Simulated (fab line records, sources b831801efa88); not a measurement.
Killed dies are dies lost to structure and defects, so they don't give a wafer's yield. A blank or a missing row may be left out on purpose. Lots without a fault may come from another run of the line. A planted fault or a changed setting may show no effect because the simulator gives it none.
Which tool did it? | flow gf180mcu | 7 lots, 21 wafers sampled, at 4 steps of a route of 602

WHAT THE GAUGES READ, wafer by wafer
GF_CONTACT_THK_MEAS_01.
lot  | measured     | on            | CONTACT_CVD_00_THK (nm)
L952 | day 15 17:56 | film_metro-04 | 303 302 303
L954 | day 16 16:56 | film_metro-03 | 293 297 297
L956 | day 17 15:11 | film_metro-03 | 304 302 298
L965 | day 20 12:49 | film_metro-01 | 301 302 302
L968 | day 21 17:22 | film_metro-04 | 303 303 300
L970 | day 22 04:56 | film_metro-03 | 300 301 297
L972 | day 22 19:34 | film_metro-01 | 309 306 304

WHICH TOOL RAN EACH LOT (tool, then ch and the chambers of the sampled wafers, then the start)
lot  | GF_HV_LDD_STRIP_10                   | GF_NSD_EXPOSE_04                    | GF_SALICIDE_SPUTTER_03
L952 | plasma_asher-03 ch 0,1, day 10 11:48 | iline_stepper-02 ch 0, day 13 11:50 | pvd_sputter-01, day 15 17:23
L954 | plasma_asher-03 ch 0,1, day 11 06:08 | iline_stepper-01 ch 0, day 14 08:19 | pvd_sputter-01, day 16 16:17
L956 | plasma_asher-03 ch 0, day 12 00:21   | iline_stepper-02, day 15 05:30      | pvd_sputter-04, day 17 14:38
L965 | plasma_asher-02 ch 0,1, day 14 13:41 | iline_stepper-02 ch 0, day 17 22:50 | pvd_sputter-03, day 20 12:15
L968 | plasma_asher-01 ch 0,1, day 15 16:37 | iline_stepper-02 ch 0, day 19 04:13 | pvd_sputter-01, day 21 16:50
L970 | plasma_asher-03 ch 0,1, day 16 04:49 | iline_stepper-02 ch 0, day 19 16:23 | pvd_sputter-01, day 22 04:23
L972 | plasma_asher-03 ch 0,1, day 16 17:46 | iline_stepper-02 ch 0, day 20 05:47 | pvd_sputter-01, day 22 19:01
- GF_HV_LDD_STRIP_10: strips in O2/N2.
- GF_NSD_EXPOSE_04: exposes mask Nplus, target cd 400 nm.
- GF_SALICIDE_SPUTTER_03: material TiN, target thk 20 nm, time 16.7 s.

THE ANSWER, worked out from the rows above alone
Rule: what is usual is taken from the lots themselves. Put in order of their means at a reading, lots are off if they are a third of the lots or fewer, leave a main group of 4 or more, and stand apart from it by a gap of 3 or more times the standard deviation of the main group's means; of several such gaps the widest counts. A main group whose means are all the same, to the digits that the tables above print for the reading, isn't used. A lot without any number at a reading at which 4 lots or more have one is off too. The other lots that the step has rows for count as sound.
No lot is off at any reading shown: from this, nothing can be told.

WHAT THE SIMULATOR HAD PUT IN
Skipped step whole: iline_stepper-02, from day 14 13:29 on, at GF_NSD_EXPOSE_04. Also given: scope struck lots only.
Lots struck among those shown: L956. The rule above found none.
